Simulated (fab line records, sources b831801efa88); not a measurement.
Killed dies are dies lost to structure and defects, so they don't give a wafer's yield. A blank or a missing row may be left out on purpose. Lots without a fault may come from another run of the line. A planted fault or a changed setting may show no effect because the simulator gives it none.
Problem report in the 8D (eight disciplines) form, filled by code | flow sfq_line | the parts of the form that need people (team, actions taken, sign-off) are left out

1. THE PROBLEM
cathode_dc_power_W at SFQ_TRILAYER_JJ_TRILAYER_DEP_SPUTTER_109 reads a mean of 1580.3 W on 2 wafers of 2 lots; wafers without a fault read 2000.0 W with a standard deviation of 0.35. That is -99 or more standard deviations from the usual mean.
The step: material Nb, target thk 150 nm, time 100 s.
First seen on wafer L562.3, day 55 06:09, on pvd_sputter-03. The record holds 42 wafers of 14 lots with a number at this step. Rule for "out", or "out of limits": more than 4 standard deviations from the usual mean. The other wafers with a number count as sound.

2. WHAT IT IS AND WHAT IT IS NOT
question                    | is                 | is not
which readings at this step | cathode_dc_power_W | base_pressure_pa, throttle_valve_pct
which lots                  | L562, L564         | L554, L555, L558, L559, L561, L571, L572, L573, L574, L575, L576, L577
which wafers of those lots  | L562.3, L564.5     | L562.2, L562.4, L564.1, L564.2
read on which tools         | pvd_sputter-03     | pvd_sputter-04, pvd_sputter-05
when                        | from day 55 06:09  | up to then (17 sound wafers); but 23 sound wafers of L564, L571, L572, L573, L574, L575, L576, L577 came after

3. SUSPECTS, AND WHAT RULES EACH OUT
Counting: a tool at a process step up to the reading stays a suspect if it ran every lot that is out. Sound lots after the first of them don't rule it out here, since some wafers of a struck lot are sound.
- pvd_sputter-03 at SFQ_TRILAYER_JJ_TRILAYER_DEP_SPUTTER_109 (material Nb, target thk 150 nm, time 100 s): kept. It ran every lot that is out, first L562 (day 55 06:09); its last sound lot up to then is L561 (day 55 00:08). Its own readings are out on those wafers: cathode_dc_power_W.
Left after counting: pvd_sputter-03 at SFQ_TRILAYER_JJ_TRILAYER_DEP_SPUTTER_109.

4. THE CAUSE (what the simulator had put in)
Process parameter drift: pvd_sputter-03, from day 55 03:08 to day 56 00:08, at SFQ_TRILAYER_JJ_TRILAYER_DEP_SPUTTER_109. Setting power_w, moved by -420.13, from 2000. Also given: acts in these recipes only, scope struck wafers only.
Counting left only this tool.

5. THE CHAIN OF EFFECTS, in route order
Each row: a reading whose mean over the struck wafers that have a number lies more than 3 standard deviations from the usual. Only readings for which the record gives a usual standard deviation are gone through. hours: the time from each lot's start at the first step in this table that gives one to its start at this step, as a median over the lots. sigmas: the change in usual standard deviations.
hours | step                                     | reading            | usual      | on struck wafers | change | sigmas
0     | SFQ_TRILAYER_JJ_TRILAYER_DEP_SPUTTER_109 | cathode_dc_power_W | 2000.0 W   | 1580.3           | -419.7 | -99 or more
11    | SFQ_TRILAYER_M5_ETCH_METAL_ETCH_126      | oes_product_au     | 0.728 a.u. | 0.655            | -0.073 | -12
The process steps in it:
- SFQ_TRILAYER_JJ_TRILAYER_DEP_SPUTTER_109: material Nb, target thk 150 nm, time 100 s.
- SFQ_TRILAYER_M5_ETCH_METAL_ETCH_126: etches Nb in Cl2/BCl3, stops on SiO2, time 203.2 s, target depth 265 nm.
Later measuring or inspecting steps at which every struck wafer that the step has a row for has a number for every such reading, and none has moved that far: SFQ_R5_RS_MEAS_933.

6. WHAT WOULD HAVE CAUGHT IT SOONER
In this record the first reading out of limits was taken at day 55 06:09, 3 hours after the fault began at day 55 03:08.
